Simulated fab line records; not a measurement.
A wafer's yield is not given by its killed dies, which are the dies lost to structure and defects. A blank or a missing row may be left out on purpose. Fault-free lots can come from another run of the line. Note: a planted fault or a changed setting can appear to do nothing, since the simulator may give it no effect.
A lot that was struck, set against a sound lot | flow sky130 | 43 out of 708 route steps
Sound: wafers L405.1, L405.5, L405.6. Struck: wafers L415.2, L415.3, L415.6. Last of all comes the cause.
Each step with rows lists, per side, the tool, then ch with its chambers, then its first start. Under that, the readings that differ: sound wafers | struck wafers | difference of the means | sigmas: that difference in standard deviations of wafers without a fault.
alike: readings with means less than 2 such deviations apart, plus words and numbers identical on both sides. not compared: withheld readings, readings lacking a value on some wafer, bounds such as >300 that could conceal the same value, and numbers that have no deviation in the record and whose values overlap.
Wherever a step has rows on one side only, a row that says differs or no value, or a row with sigmas, the two part there. Non-overlapping numbers with no deviation appear without sigmas and do not part them. A reading missing from all wafers of one side parts the sides only when that side holds two or more wafers.

first, 4 steps without rows for these wafers: SKY_VIA1_STRIP_17 (strips in post etch residue remover, time 1200 s); SKY_VIA1_CLEAN_18 (cleans in IPA, time 180 s); SKY_VIA1_CLEAN_19 (cleans in O3/DIW); SKY_VIA1_SPUTTER_20 (material TiN, target thk 20 nm, time 80 s).
SKY_VIA1_CVD_21: deposits W, target thk 270 nm, time 80.902 s.
  sound on cvd_w-02 ch 0,1, day 35 21:16; struck on cvd_w-01 ch 0,1, day 38 06:23
  alike: chamber_pressure_Torr, heater_power_outer_w, heater_power_w
SKY_VIA1_RS_MEAS_22: a four-point-probe measurement.
  sound: film_metro-04 at day 35 21:22; struck: film_metro-04 at day 38 06:30
  alike: VIA1_W_RS
SKY_VIA1_THK_MEAS_23: measures by xrf.
  sound: film_metro-04 at day 35 21:29; struck: film_metro-04 at day 38 06:37
  alike: VIA1_W_THK
then, 2 steps without rows for these wafers: SKY_VIA1_CMP_24 (polishes, stops on SiO2, t overpolish 15 s, target thk 0 nm); SKY_METAL2_SPUTTER_00 (material Ti, target thk 15 nm, time 10 s).
SKY_METAL2_SPUTTER_01: material TiN, target thk 20 nm, time 16.7 s.
  sound: pvd_sputter-04 at day 35 21:52; struck: pvd_sputter-04 at day 38 07:07
  alike: throttle_valve_pct
then, 2 steps without rows for these wafers: SKY_METAL2_SPUTTER_02 (material AlCu, target thk 250 nm, time 13.3 s); SKY_METAL2_SPUTTER_03 (material Ti, target thk 5 nm, time 3.3 s).
SKY_METAL2_SPUTTER_04: material TiN, target thk 70 nm, time 58.3 s.
  sound: pvd_sputter-04 at day 35 21:56; struck: pvd_sputter-04 at day 38 07:11
  alike: throttle_valve_pct
SKY_METAL2_RS_MEAS_05: a four-point-probe measurement.
  sound: film_metro-03 at day 35 21:59; struck: film_metro-03 at day 38 07:14
  alike: METAL2_ALCU_RS
SKY_METAL2_THK_MEAS_06: measures by xrf.
  sound: film_metro-03 at day 35 22:06; struck: film_metro-03 at day 38 07:21
  alike: METAL2_ALCU_THK
then, 8 steps without rows for these wafers: SKY_METAL2_DEHYDRATE_07 (time 60 s); SKY_METAL2_HMDS_08 (prime time 60 s); SKY_METAL2_COAT_09 (resist thk 60 nm); SKY_METAL2_COAT_10 (resist thk 450 nm); SKY_METAL2_SOFTBAKE_11 (time 90 s); SKY_METAL2_EXPOSE_12 (exposes mask MM2, target cd 140 nm); SKY_METAL2_PEB_13; SKY_METAL2_DEVELOP_14 (develop time 60 s).
SKY_METAL2_CD_MEAS_15: target cd 140 nm.
  sound: cd_sem-01 at day 36 23:49; struck: cd_sem-01 at day 39 08:53
  alike: cd_nm
SKY_METAL2_OVL_MEAS_16:
  sound: overlay-01 at day 36 23:56; struck: overlay-02 at day 39 09:00
  reading         | sound       | struck   | difference | sigmas
  METAL2_OVL (nm) | -13 -17 -12 | 1 -10 -3 | +10        | +2
SKY_METAL2_DESCUM_17: chemistry O2, time 8 s.
  sound on rie_metal-04 ch 0,1, day 36 23:59; struck on rie_metal-01 ch 0,1, day 39 09:02
  alike: drypump_motor_current_A, oes_product_au
  not compared: rf_hours_counter_h
SKY_METAL2_ETCH_18: etches BARC in N2/H2, stops on SiO2, time 45.9 s, target depth 60 nm.
  sound on rie_metal-04 ch 0,1, day 37 00:01; struck on rie_metal-01 ch 0,1, day 39 09:04
  alike: bias_w, drypump_motor_current_A, oes_product_au, throttle_valve_pct
  not compared: rf_hours_counter_h
then, 6 steps without rows for these wafers: SKY_METAL2_METAL_ETCH_19 (etches the open film in Cl2/BCl3, stops on SiO2, target depth 360 nm, time 78 s); SKY_METAL2_STRIP_20 (strips in O2/N2); SKY_METAL2_STRIP_21 (strips in post etch residue remover, time 1200 s); SKY_METAL2_CLEAN_22 (cleans in IPA, time 180 s); SKY_METAL2_CLEAN_23 (cleans in O3/DIW); SKY_VIA2_HDPCVD_00 (deposits SiO2, target thk 1180 nm, time 199.9 s).
SKY_VIA2_THK_MEAS_01:
  sound: film_metro-01 at day 37 00:53; struck: film_metro-01 at day 39 09:57
  alike: VIA2_HDPCVD_THK
SKY_VIA2_CMP_02: polishes SiO2.
  sound on cmp-02 ch 0,3, day 37 00:56; struck on cmp-02 ch 2,3, day 39 10:09
  alike: motor_current_A
SKY_VIA2_BOW_MEAS_03:
  sound: film_metro-01 at day 37 01:14; struck: film_metro-01 at day 39 10:25
  alike: VIA2_BOW
then, 6 steps without rows for these wafers: SKY_VIA2_DEHYDRATE_04 (time 60 s); SKY_VIA2_HMDS_05 (prime time 60 s); SKY_VIA2_COAT_06 (resist thk 60 nm); SKY_VIA2_COAT_07 (resist thk 450 nm); SKY_VIA2_SOFTBAKE_08 (time 90 s); SKY_VIA2_EXPOSE_09 (exposes mask VIM2, target cd 200 nm).
-- the record jumps here: 10 days lie between the struck wafers' starts before and after (it left off in module VIA2 and takes up again in module PAD_OPEN, whose first step shown is number 708 of the route) --
SKY_PAD_OPEN_PROBE_99:
  record: rows for the struck wafers here (prober-01, day 49 04:56), none for the sound ones

## WHERE THEY PART
Last at SKY_PAD_OPEN_PROBE_99 as far as this record goes, first at SKY_METAL2_OVL_MEAS_16.

WHY: what the simulator had put in
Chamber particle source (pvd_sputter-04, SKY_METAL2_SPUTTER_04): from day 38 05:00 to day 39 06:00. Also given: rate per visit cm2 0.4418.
